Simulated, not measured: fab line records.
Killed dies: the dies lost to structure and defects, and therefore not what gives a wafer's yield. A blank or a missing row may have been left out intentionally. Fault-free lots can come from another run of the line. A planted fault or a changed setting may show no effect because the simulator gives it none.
Which tool did it? -- flow gf180mcu -- 6 lots with 18 wafers sampled at 2 steps, on a route of 602 steps

== WHAT THE GAUGES SHOWED, per wafer ==
GF_V5_RS_MEAS_24: uses a four-point probe to measure.
lot,measured,on,V5_W_RS (ohm/sq)
L121,day 28 01:27,film metro-04,0.326 0.327 0.322
L123,day 28 12:23,film metro-01,0.333 0.327 0.328
L125,day 29 15:01,film metro-01,0.332 0.334 0.335
L127,day 29 18:32,film metro-04,0.329 0.327 0.326
L138,day 32 22:04,film metro-03,0.333 0.333 0.326
L139,day 33 03:03,film metro-03,0.332 0.328 0.331

== TOOL THAT RAN EACH LOT (tool first, then ch and the chambers of the sampled wafers, then the start) ==
lot,GF_V2_CMP_26
L121,"cmp-01 ch 2,3, day 21 06:43"
L123,"cmp-01 ch 2,3, day 21 19:24"
L125,"cmp-01 ch 0,2,3, day 23 03:55"
L127,"cmp-02 ch 0,1, day 23 06:58"
L138,"cmp-01 ch 0,1,2, day 27 02:53"
L139,"cmp-01 ch 0,1,2, day 27 11:08"
- GF_V2_CMP_26: polishes, stops on SiO2, t overpolish 15 s, target thk 0 nm.

== THE ANSWER, worked out from the rows above alone ==
Rule: the usual values come from the lots themselves. Put in order of their means at a reading, lots are off if they are a third of the lots or fewer, leave a main group of 4 or more, and stand apart from it by a gap of 3 or more times the standard deviation of the main group's means; of several such gaps the widest counts. Not used: any main group whose means are identical at the precision the tables above print for the reading. Also off: a lot with no number at a reading for which 4 or more lots have one. Where the step has rows for the other lots, those lots are counted as sound.
No lot is off at any reading shown: from this, nothing can be told.

== WHAT HAD BEEN PUT IN BY THE SIMULATOR ==
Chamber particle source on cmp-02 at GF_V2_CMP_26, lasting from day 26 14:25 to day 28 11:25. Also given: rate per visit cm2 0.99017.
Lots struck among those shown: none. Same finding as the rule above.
